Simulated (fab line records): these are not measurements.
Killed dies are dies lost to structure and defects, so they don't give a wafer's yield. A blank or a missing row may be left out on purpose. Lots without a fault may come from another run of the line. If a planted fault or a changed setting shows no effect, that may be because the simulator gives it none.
Chamber matching -- flow gf180mcu -- cmp-02 running GF_V3_CMP_04: 4 sister chambers
The step polishes SiO2. 4 wafers are shown with their chamber, then 12 later ones without.

WAFERS, EACH WITH ITS CHAMBER
wafer,chamber,motorCurrentA (A)
L086.1,1,12.5
L090.1,0,12.8
L090.4,2,12.6
L090.5,3,10.7

WAFERS MISSING THEIR CHAMBER
wafer,motorCurrentA (A)
L091.2,12.6
L091.3,10.5
L091.4,12.0
L093.3,13.1
L093.5,12.5
L093.6,12.8
L094.2,11.9
L094.4,11.1
L094.6,12.7
L096.1,12.3
L096.2,12.7
L096.6,10.6

EACH ONE'S CHAMBER
wafer,from the rows above,in truth
L091.2,can't be placed: 2 or 1 or 0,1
L091.3,3,3
L091.4,can't be placed: 1 or 2 or 0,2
L093.3,can't be placed: 0 or 2 or 1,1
L093.5,can't be placed: 1 or 2 or 0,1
L093.6,can't be placed: 0 or 2 or 1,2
L094.2,can't be placed: 1 or 2 or 0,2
L094.4,3,3
L094.6,can't be placed: 2 or 0 or 1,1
L096.1,can't be placed: 1 or 2 or 0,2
L096.2,can't be placed: 2 or 0 or 1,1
L096.6,3,3
Correctly placed: 3 of 12. These rows do not allow placing 9 (true chamber among the candidates in 9). Placed wrongly: 0.
How it was worked out, from the rows above alone: a wafer's distance from a chamber is the root of the sum, over the readings, of the square of ((its reading less the chamber's mean) divided by the reading's scatter). If the next closest chamber is less than 2 further off than the closest, the wafer can't be placed; otherwise it belongs to the closest. The mean given for a chamber averages the wafers shown for that chamber. The scatter: root of mean squared gap, hidden wafer to nearest shown wafer, with one shown wafer a chamber.
